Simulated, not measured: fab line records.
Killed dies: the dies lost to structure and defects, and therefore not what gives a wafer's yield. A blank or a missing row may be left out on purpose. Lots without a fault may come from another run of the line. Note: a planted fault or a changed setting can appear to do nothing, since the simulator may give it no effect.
Problem report, 8D (eight disciplines) form, completed by code | flow sfq-line | the parts of the form that need people (team, actions taken, sign-off) are left out

== 1. WHAT WENT WRONG ==
Wafers free of any fault read 0.889 ohm/sq (standard deviation 0.012) for M3_NB_RS at SFQ_M3_RS_MEAS_919, against a mean of 1.041 ohm/sq on 6 wafers of 2 lots. Relative to the usual mean, that is a shift of +13 standard deviations.
The step: measures by four-point-probe.
Seen first at day 28 18:55 on film-metro-02, wafer L260.3. The record has a number at this step for 42 wafers belonging to 14 lots. By rule, "out" or "out of limits" means more than 4 standard deviations away from the usual mean. Any other wafer with a number is counted as sound.

== 2. WHAT IT IS, AND WHAT IT ISN'T ==
question                    | is                     | is not
which readings at this step | M3_NB_RS               | -
which lots                  | L260, L261             | L244, L246, L247, L249, L250, L252, L253, L257, L262, L264, L265, L266
which wafers of those lots  | all that have a number | -
read on which gauges        | film-metro-02          | film-metro-01, film-metro-04
when                        | from day 28 18:55      | up to then (24 sound wafers); but 12 sound wafers of L262, L264, L265, L266 came after

== 3. WHAT RULES OUT EACH SUSPECT ==
Counting: a tool at any process step up to the reading remains a suspect when it ran all the lots that are out and ran no sound lot after the first of those.
- the gauge at SFQ_M3_RS_MEAS_919: ruled out. All the wafers that are out were read on film-metro-02, but those of them that SFQ_TRILAYER_M3_ETCH_METAL_ETCH_078 has rows for are out there too, on other tools.
- pvd-sputter-06 at SFQ_TRILAYER_M3_DEP_SPUTTER_073 (material Nb, target thk 200 nm, time 133.3 s): kept. Every lot that is out went through it, starting with L260 (day 28 18:47), and after that it ran no sound lot; the last sound lot it ran before then is L252 (day 26 08:52).
The count leaves pvd-sputter-06 at SFQ_TRILAYER_M3_DEP_SPUTTER_073.

== 4. THE CAUSE (what the simulator had put in) ==
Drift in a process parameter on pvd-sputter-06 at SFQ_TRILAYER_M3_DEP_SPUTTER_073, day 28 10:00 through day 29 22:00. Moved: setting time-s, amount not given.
Only this tool survived the counting.

== 5. THE CHAIN OF EFFECTS, in route order ==
Each row: a reading where the mean over the struck wafers with a number is more than 3 standard deviations away from the usual. Scope: only readings with a usual standard deviation given in the record; hours: median across lots of the time from each lot's start at the first step in this table that gives one to its start at this step; sigmas: change in usual standard deviations.
hours | step                                | reading        | usual        | on struck wafers | change | sigmas
0     | SFQ_M3_RS_MEAS_919                  | M3_NB_RS       | 0.889 ohm/sq | 1.041            | +0.152 | +13
93    | SFQ_TRILAYER_M3_ETCH_METAL_ETCH_078 | oes-product-au | 0.894 a.u.   | 0.819            | -0.075 | -8.6
Here are the process steps it includes:
- SFQ_TRILAYER_M3_ETCH_METAL_ETCH_078: etches Nb in Cl2/Ar, stops on SiO2, target depth 240 nm, time 120 s.

== 6. HOW IT WOULD HAVE BEEN CAUGHT EARLIER ==
9 hours passed between the start of the fault at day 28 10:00 and the first reading out of limits at a measuring or inspecting step in this record, taken at day 28 18:55.
No tool reading at SFQ_TRILAYER_M3_DEP_SPUTTER_073 that has a usual standard deviation in the record was out on any struck wafer, so an alarm limit of 4 standard deviations on those readings would not have fired.
L261, from the lots that are out (2), started SFQ_TRILAYER_M3_DEP_SPUTTER_073 on pvd-sputter-06 later than day 28 18:55. It would have been spared by a hold on the tool at that moment.
